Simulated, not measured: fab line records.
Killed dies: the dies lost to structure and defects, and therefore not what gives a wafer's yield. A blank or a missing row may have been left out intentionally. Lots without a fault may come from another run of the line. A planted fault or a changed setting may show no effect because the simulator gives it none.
Which tool is to blame? || flow gf180mcu || 44 wafers from 15 lots sampled at 3 of the route's 602 steps

## WHAT THE GAUGES READ, wafer by wafer
GF_PSD_RS_MEAS_14: a four-point-probe measurement. Usual: NSD_RS 46.18 ohm/sq, standard deviation 0.092.
{"lot": "L310", "measured": "day 14 05:43", "on": "filmMetro-02", "NSD_RS (ohm/sq)": "46.18 46.29 46.22", "flag": ""}
{"lot": "L311", "measured": "day 14 15:38", "on": "filmMetro-03", "NSD_RS (ohm/sq)": "46.08 46.21 46.16", "flag": ""}
{"lot": "L312", "measured": "day 14 21:50", "on": "filmMetro-03", "NSD_RS (ohm/sq)": "46.16 46.03 46.09", "flag": ""}
{"lot": "L313", "measured": "day 15 04:31", "on": "filmMetro-01", "NSD_RS (ohm/sq)": "43.83 46.10 43.94", "flag": "OFF"}
{"lot": "L314", "measured": "day 15 10:59", "on": "filmMetro-03", "NSD_RS (ohm/sq)": "43.94 46.22 43.99", "flag": "OFF"}
{"lot": "L315", "measured": "day 16 04:25", "on": "filmMetro-03", "NSD_RS (ohm/sq)": "43.88 43.82", "flag": "OFF"}
{"lot": "L316", "measured": "day 16 04:38", "on": "filmMetro-02", "NSD_RS (ohm/sq)": "46.03 46.12 46.01", "flag": ""}
{"lot": "L324", "measured": "day 19 08:01", "on": "filmMetro-03", "NSD_RS (ohm/sq)": "46.20 46.33 46.36", "flag": ""}
{"lot": "L325", "measured": "day 19 13:07", "on": "filmMetro-02", "NSD_RS (ohm/sq)": "46.26 46.18 46.17", "flag": ""}
{"lot": "L326", "measured": "day 19 19:09", "on": "filmMetro-01", "NSD_RS (ohm/sq)": "46.17 46.28 46.29", "flag": ""}
{"lot": "L328", "measured": "day 20 12:16", "on": "filmMetro-02", "NSD_RS (ohm/sq)": "46.31 46.36 46.23", "flag": ""}
{"lot": "L329", "measured": "day 21 10:39", "on": "filmMetro-02", "NSD_RS (ohm/sq)": "46.19 46.12 46.05", "flag": ""}
{"lot": "L330", "measured": "day 21 11:37", "on": "filmMetro-03", "NSD_RS (ohm/sq)": "46.27 46.14 46.18", "flag": ""}
{"lot": "L332", "measured": "day 22 00:50", "on": "filmMetro-03", "NSD_RS (ohm/sq)": "46.39 46.21 46.25", "flag": ""}
{"lot": "L333", "measured": "day 22 06:35", "on": "filmMetro-01", "NSD_RS (ohm/sq)": "46.08 46.06 46.20", "flag": ""}

GF_PSD_RS_MEAS_15: a four-point-probe measurement. Usual: PSD_RS 108.62 ohm/sq, standard deviation 0.28.
{"lot": "L310", "measured": "day 14 05:50", "on": "filmMetro-02", "PSD_RS (ohm/sq)": "108.71 108.74 108.92", "flag": ""}
{"lot": "L311", "measured": "day 14 15:46", "on": "filmMetro-03", "PSD_RS (ohm/sq)": "108.73 109.01 108.70", "flag": ""}
{"lot": "L312", "measured": "day 14 21:57", "on": "filmMetro-03", "PSD_RS (ohm/sq)": "108.73 108.20 108.60", "flag": ""}
{"lot": "L313", "measured": "day 15 04:38", "on": "filmMetro-01", "PSD_RS (ohm/sq)": "103.82 108.19 103.75", "flag": "OFF"}
{"lot": "L314", "measured": "day 15 11:06", "on": "filmMetro-03", "PSD_RS (ohm/sq)": "103.91 108.98 104.03", "flag": "OFF"}
{"lot": "L315", "measured": "day 16 04:32", "on": "filmMetro-03", "PSD_RS (ohm/sq)": "103.49 103.65", "flag": "OFF"}
{"lot": "L316", "measured": "day 16 04:45", "on": "filmMetro-02", "PSD_RS (ohm/sq)": "108.68 108.10 108.16", "flag": ""}
{"lot": "L324", "measured": "day 19 08:08", "on": "filmMetro-03", "PSD_RS (ohm/sq)": "109.06 109.22 109.31", "flag": ""}
{"lot": "L325", "measured": "day 19 13:14", "on": "filmMetro-02", "PSD_RS (ohm/sq)": "109.08 108.87 108.97", "flag": ""}
{"lot": "L326", "measured": "day 19 19:16", "on": "filmMetro-01", "PSD_RS (ohm/sq)": "108.84 108.79 108.85", "flag": ""}
{"lot": "L328", "measured": "day 20 12:23", "on": "filmMetro-02", "PSD_RS (ohm/sq)": "108.65 108.51 108.62", "flag": ""}
{"lot": "L329", "measured": "day 21 10:46", "on": "filmMetro-02", "PSD_RS (ohm/sq)": "108.73 108.32 108.52", "flag": ""}
{"lot": "L330", "measured": "day 21 11:44", "on": "filmMetro-03", "PSD_RS (ohm/sq)": "108.53 108.69 108.69", "flag": ""}
{"lot": "L332", "measured": "day 22 00:57", "on": "filmMetro-03", "PSD_RS (ohm/sq)": "108.95 108.88 108.40", "flag": ""}
{"lot": "L333", "measured": "day 22 06:42", "on": "filmMetro-01", "PSD_RS (ohm/sq)": "108.40 108.26 108.41", "flag": ""}

## WHICH TOOL RAN EACH LOT (tool, then ch and the chambers of the sampled wafers, then the start)
{"lot": "L310", "GF_PSD_RTA_13": "rtpAnneal-02 ch 0, day 14 05:38"}
{"lot": "L311", "GF_PSD_RTA_13": "rtpAnneal-01 ch 0, day 14 15:32"}
{"lot": "L312", "GF_PSD_RTA_13": "rtpAnneal-02 ch 0, day 14 21:45"}
{"lot": "L313", "GF_PSD_RTA_13": "rtpAnneal-02 ch 0, day 15 04:26"}
{"lot": "L314", "GF_PSD_RTA_13": "rtpAnneal-02 ch 0, day 15 10:53"}
{"lot": "L315", "GF_PSD_RTA_13": "rtpAnneal-02 ch 0, day 16 04:19"}
{"lot": "L316", "GF_PSD_RTA_13": "rtpAnneal-01 ch 0, day 16 04:32"}
{"lot": "L324", "GF_PSD_RTA_13": "rtpAnneal-02 ch 0, day 19 07:54"}
{"lot": "L325", "GF_PSD_RTA_13": "rtpAnneal-01 ch 0, day 19 13:02"}
{"lot": "L326", "GF_PSD_RTA_13": "rtpAnneal-02 ch 0, day 19 19:04"}
{"lot": "L328", "GF_PSD_RTA_13": "rtpAnneal-02 ch 0, day 20 12:11"}
{"lot": "L329", "GF_PSD_RTA_13": "rtpAnneal-01 ch 0, day 21 10:33"}
{"lot": "L330", "GF_PSD_RTA_13": "rtpAnneal-02 ch 0, day 21 11:32"}
{"lot": "L332", "GF_PSD_RTA_13": "rtpAnneal-01 ch 0, day 22 00:44"}
{"lot": "L333", "GF_PSD_RTA_13": "rtpAnneal-01 ch 0, day 22 06:29"}
- GF_PSD_RTA_13: time 20 s.

## WHAT THE TOOLS THEMSELVES READ (means of the sampled wafers that have a number; where no wafer has one, the mark that the record gives instead)
GF_PSD_RTA_13. Usual: lampPowerPct 37 %, standard deviation 3; runLengthS 49.0 s, standard deviation 0.5; wafer_temp_C_max 1029.7, standard deviation 1.8.
{"lot": "L310", "tool": "rtpAnneal-02", "lampPowerPct (%)": 40, "runLengthS (s)": 49.2, "wafer_temp_C_max": 1027.7, "flag": ""}
{"lot": "L311", "tool": "rtpAnneal-01", "lampPowerPct (%)": 34, "runLengthS (s)": 48.8, "wafer_temp_C_max": 1031.5, "flag": ""}
{"lot": "L312", "tool": "rtpAnneal-02", "lampPowerPct (%)": 40, "runLengthS (s)": 49.1, "wafer_temp_C_max": 1028.5, "flag": ""}
{"lot": "L313", "tool": "rtpAnneal-02", "lampPowerPct (%)": 40, "runLengthS (s)": 56.6, "wafer_temp_C_max": 1027.3, "flag": "OFF"}
{"lot": "L314", "tool": "rtpAnneal-02", "lampPowerPct (%)": 40, "runLengthS (s)": 56.6, "wafer_temp_C_max": 1027.3, "flag": "OFF"}
{"lot": "L315", "tool": "rtpAnneal-02", "lampPowerPct (%)": 40, "runLengthS (s)": 60.4, "wafer_temp_C_max": 1028.4, "flag": "OFF"}
{"lot": "L316", "tool": "rtpAnneal-01", "lampPowerPct (%)": 34, "runLengthS (s)": 48.6, "wafer_temp_C_max": 1029.8, "flag": ""}
{"lot": "L324", "tool": "rtpAnneal-02", "lampPowerPct (%)": 40, "runLengthS (s)": 49.3, "wafer_temp_C_max": 1027.8, "flag": ""}
{"lot": "L325", "tool": "rtpAnneal-01", "lampPowerPct (%)": 34, "runLengthS (s)": 48.6, "wafer_temp_C_max": 1031.9, "flag": ""}
{"lot": "L326", "tool": "rtpAnneal-02", "lampPowerPct (%)": 40, "runLengthS (s)": 49.3, "wafer_temp_C_max": 1028.3, "flag": ""}
{"lot": "L328", "tool": "rtpAnneal-02", "lampPowerPct (%)": 40, "runLengthS (s)": 49.1, "wafer_temp_C_max": 1027.8, "flag": ""}
{"lot": "L329", "tool": "rtpAnneal-01", "lampPowerPct (%)": 34, "runLengthS (s)": 48.5, "wafer_temp_C_max": 1031.0, "flag": ""}
{"lot": "L330", "tool": "rtpAnneal-02", "lampPowerPct (%)": 40, "runLengthS (s)": 49.3, "wafer_temp_C_max": 1027.7, "flag": ""}
{"lot": "L332", "tool": "rtpAnneal-01", "lampPowerPct (%)": 34, "runLengthS (s)": 48.5, "wafer_temp_C_max": 1031.7, "flag": ""}
{"lot": "L333", "tool": "rtpAnneal-01", "lampPowerPct (%)": 34, "runLengthS (s)": 48.8, "wafer_temp_C_max": 1031.3, "flag": ""}

## THE ANSWER, worked out from the rows above alone
Rule: a lot is off if the mean of its wafers that have a number lies more than 3 standard deviations from the usual mean. Also off: a lot with no number at a reading for which 4 or more lots have one. The other lots that the step has rows for count as sound. After the gauges, taken in route order, come the tools' own readings; for these a lot's mean is taken, as printed above. The first step at which some lot is off is used, and at that step the reading that is off furthest; a lot without a number counts as furthest.
Off: at GF_PSD_RS_MEAS_14 (NSD_RS), L313, L314, L315.
A tool fits if, at a process step before that reading, it ran every lot that is off, and no sound lot after the first of them. The gauges at GF_PSD_RS_MEAS_14 aren't tried: what is off there is off at GF_PSD_RTA_13 too, on other tools, and a gauge's error can't cause that. None of those tried fits.

## WHAT WAS PUT IN BY THE SIMULATOR
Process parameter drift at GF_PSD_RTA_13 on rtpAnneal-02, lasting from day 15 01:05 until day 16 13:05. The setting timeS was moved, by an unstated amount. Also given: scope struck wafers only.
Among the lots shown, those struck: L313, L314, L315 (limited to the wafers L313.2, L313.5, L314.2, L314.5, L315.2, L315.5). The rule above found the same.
